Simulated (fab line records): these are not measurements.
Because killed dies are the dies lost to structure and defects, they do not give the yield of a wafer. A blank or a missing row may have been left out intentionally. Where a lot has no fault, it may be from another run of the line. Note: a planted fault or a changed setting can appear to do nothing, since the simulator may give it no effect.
Commonality check across tools    flow gf180mcu    Sampled: 12 lots, 36 wafers

## WHY THIS WAS OPENED
2 of 12 lots carry a flag on the reading NSD_OVL at GF_NSD_OVL_MEAS_08. No-fault wafers: -0.5 nm, standard deviation 1.2.
Rule: flag the lot when none of its wafers has a number, or when each of its wafers that has one lies beyond 4 standard deviations from that mean. The other lots count as sound.

lot   measured      on          NSD_OVL (nm), wafer by wafer  flag
L643  day 13 07:32  overlay-01  -2.0 -1.6 -2.2                
L644  day 13 19:21  overlay-02  0.0 0.5 -1.2                  
L645  day 13 22:26  overlay-01  0.2 -0.1 2.0                  
L646  day 14 05:36  overlay-02  1.1 2.9 1.7                   
L647  day 14 14:35  overlay-02  0.5 0.7 0.8                   
L648  day 14 17:44  overlay-02  -0.1 0.7 0.3                  
L653  day 16 17:21  overlay-02  -71.0 -70.8 -69.5             FLAGGED
L654  day 17 01:24  overlay-01  -70.5 -72.3 -71.2             FLAGGED
L658  day 18 08:02  overlay-02  -0.8 -0.4 -2.0                
L664  day 21 06:56  overlay-01  -0.2 -0.9 -1.0                
L665  day 21 10:08  overlay-02  0.8 -0.7 0.9                  
L666  day 21 23:20  overlay-02  -1.5 -1.8 -2.4                
The numbers of the flagged lots are -70.9 nm on average: -70.4 nm against the usual, or -59 standard deviations.

## WHICH TOOL EACH LOT WENT THROUGH
The record holds 1 process step before the reading, out of a route of 602 steps. Cell contents, in order: the tool; ch with the chambers the sampled wafers went through; the start.
lot   flag     GF_NSD_EXPOSE_04
L643           iline_stepper-01 ch 0, day 12 22:05
L644           iline_stepper-02 ch 0, day 13 09:04
L645           iline_stepper-02 ch 0, day 13 12:20
L646           iline_stepper-02 ch 0, day 13 20:13
L647           iline_stepper-01 ch 0, day 14 04:34
L648           iline_stepper-01 ch 0, day 14 07:22
L653  FLAGGED  iline_stepper-01 ch 0, day 16 06:13
L654  FLAGGED  iline_stepper-01 ch 0, day 16 13:53
L658           iline_stepper-02 ch 0, day 17 20:17
L664           iline_stepper-02 ch 0, day 20 18:50
L665           iline_stepper-02 ch 0, day 20 22:46
L666           iline_stepper-02 ch 0, day 21 11:10
What these steps do:
- GF_NSD_EXPOSE_04: exposes mask Nplus, target cd 400 nm.
- GF_NSD_OVL_MEAS_08

## FLAGGED AGAINST TOTAL, ONE TOOL AT A TIME (gauges that did the reading follow at the end)
step                tool              lots run  flagged  share of the flagged lots  sound lots run after its first flagged lot
GF_NSD_EXPOSE_04    iline_stepper-01  5         2        all                        0
GF_NSD_EXPOSE_04    iline_stepper-02  7         0        none                       -
GF_NSD_OVL_MEAS_08  overlay-01        4         1        some                       1 (L664)
GF_NSD_OVL_MEAS_08  overlay-02        8         1        some                       3 (L658,L665,L666)

## THE TABLE: WHAT IT ALLOWS
All flagged lots share 1 row of the table, namely iline_stepper-01 at GF_NSD_EXPOSE_04.
- iline_stepper-01 at GF_NSD_EXPOSE_04: 2 of its 5 lots flagged. A fault beginning between L648 (day 14 07:22), its last sound lot, and L653 (day 16 06:13), its first flagged one, fits the data.
One tool is left: iline_stepper-01 at GF_NSD_EXPOSE_04.

## WHAT THE SIMULATOR HAD INSERTED
Scanner matching overlay: iline_stepper-01, from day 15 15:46 on, at GF_NSD_EXPOSE_04. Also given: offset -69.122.
Struck lots among those shown: L653, L654. The same result came from the rule above.
